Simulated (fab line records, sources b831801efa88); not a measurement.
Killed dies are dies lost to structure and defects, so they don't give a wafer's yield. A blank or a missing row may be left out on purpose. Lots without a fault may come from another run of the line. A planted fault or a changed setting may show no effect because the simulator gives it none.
Chamber matching | flow gf180mcu | GF_STI_CMP_25 on cmp-01: 4 sister chambers
The step polishes, stops on Si3N4, t overpolish 33 s, target thk 524.6 nm. 14 wafers are shown with their chamber, then 6 later ones without.

WAFERS WITH THEIR CHAMBER
wafer  | chamber | motor_current_A (A) | time_to_endpoint_s (s) | retaining_ring_pressure_frac
L228.1 | 2       | 15.1                | 115                    | 1.014
L228.3 | 1       | 12.5                | 137                    | 1.006
L228.4 | 3       | 13.3                | 132                    | 1.004
L229.4 | 0       | 15.5                | 118                    | 1.006
L229.5 | 0       | 17.2                | 122                    | 1.000
L229.6 | 1       | 12.4                | 135                    | 0.993
L235.4 | 1       | 12.2                | 131                    | 0.997
L235.5 | 3       | 13.4                | 127                    | 1.006
L235.6 | 0       | 15.9                | 121                    | 1.005
L237.1 | 3       | 12.8                | 130                    | 1.006
L238.1 | 1       | 12.6                | 130                    | 1.000
L238.3 | 2       | 15.0                | 116                    | 1.005
L238.4 | 0       | 16.2                | 123                    | 1.008
L242.1 | 3       | 12.8                | 128                    | 1.002

SIGNATURES (means of the wafers above)
reading                      | chamber 0 | chamber 1 | chamber 2 | chamber 3 | scatter within a chamber
motor_current_A              | 16.200    | 12.425    | 15.050    | 13.075    | 0.445
time_to_endpoint_s           | 121.00    | 133.25    | 115.50    | 129.25    | 2.49
retaining_ring_pressure_frac | 1.00475   | 0.99900   | 1.00950   | 1.00450   | 0.0042
Rule: a wafer's distance from a chamber is the root of the sum, over the readings, of the square of ((its reading less the chamber's mean) divided by the reading's scatter). The wafer belongs to the nearest chamber; if the next one is less than 2 further off, it can't be placed. The scatter: the root of (the sum of the squares of (reading less its chamber's mean) over the shown wafers, divided by (wafers less chambers)).

WAFERS WITHOUT THEIR CHAMBER
wafer  | motor_current_A (A) | time_to_endpoint_s (s) | retaining_ring_pressure_frac
L244.1 | 13.3                | 131                    | 1.001
L244.2 | 12.3                | 131                    | 1.004
L244.4 | 15.3                | 118                    | 0.996
L248.1 | 15.1                | 120                    | 1.000
L248.4 | 13.0                | 130                    | 0.994
L248.5 | 14.9                | 120                    | 1.002

WHICH CHAMBER EACH WENT THROUGH
wafer  | from the rows above     | in truth
L244.1 | can't be placed: 3 or 1 | 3
L244.2 | can't be placed: 1 or 3 | 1
L244.4 | can't be placed: 0 or 2 | 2
L248.1 | can't be placed: 0 or 2 | 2
L248.4 | can't be placed: 1 or 3 | 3
L248.5 | can't be placed: 2 or 0 | 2
Placed correctly: 0 of 6. Can't be placed from these rows: 6 (the true chamber is among the candidates in 6). Placed wrongly: 0.
